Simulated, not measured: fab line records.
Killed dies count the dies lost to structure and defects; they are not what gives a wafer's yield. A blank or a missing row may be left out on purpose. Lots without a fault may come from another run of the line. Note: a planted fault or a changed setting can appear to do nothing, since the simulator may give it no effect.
Chamber matching / flow sky130 / SKY_VIA3_ETCH_15 on rie_diel-02: 4 sister chambers
The step etches SiO2 in C4F8/O2/Ar, stops on TiN, target depth 507 nm, time 78 s. 4 wafers are shown with their chamber, then 7 later ones without.

== WAFERS WITH THEIR CHAMBER ==
wafer=L639.1; chamber=3; oes_product_au (a.u.)=0.951
wafer=L644.2; chamber=0; oes_product_au (a.u.)=0.943
wafer=L649.1; chamber=1; oes_product_au (a.u.)=0.951
wafer=L649.4; chamber=2; oes_product_au (a.u.)=0.944

== WAFERS MISSING THEIR CHAMBER ==
wafer=L649.5; oes_product_au (a.u.)=0.953
wafer=L651.3; oes_product_au (a.u.)=0.956
wafer=L651.4; oes_product_au (a.u.)=0.949
wafer=L651.6; oes_product_au (a.u.)=0.940
wafer=L653.1; oes_product_au (a.u.)=0.950
wafer=L653.2; oes_product_au (a.u.)=0.947
wafer=L653.5; oes_product_au (a.u.)=0.942

== WHICH CHAMBER EACH ONE RAN IN ==
wafer=L649.5; from the rows above=can't be placed: 1 or 3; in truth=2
wafer=L651.3; from the rows above=can't be placed: 1 or 3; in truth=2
wafer=L651.4; from the rows above=can't be placed: 1 or 3 or 2 or 0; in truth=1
wafer=L651.6; from the rows above=can't be placed: 0 or 2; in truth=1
wafer=L653.1; from the rows above=can't be placed: 1 or 3 or 2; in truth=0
wafer=L653.2; from the rows above=can't be placed: 2 or 0 or 1 or 3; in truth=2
wafer=L653.5; from the rows above=can't be placed: 0 or 2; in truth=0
Correctly placed: 0 of 7. From these rows, 7 cannot be placed; in 3 the true chamber is one of the candidates. Number placed wrongly: 0.
How it was worked out, from the rows above alone: a wafer's distance from a chamber is the root of the sum, over the readings, of the square of ((its reading less the chamber's mean) divided by the reading's scatter). If the next closest chamber is less than 2 further off than the closest, the wafer can't be placed; otherwise it belongs to the closest. For every chamber, the mean is computed from those of its wafers that are shown. The scatter: with one shown wafer a chamber, the root of the mean of the squares of how far each hidden wafer lies from its nearest shown one.
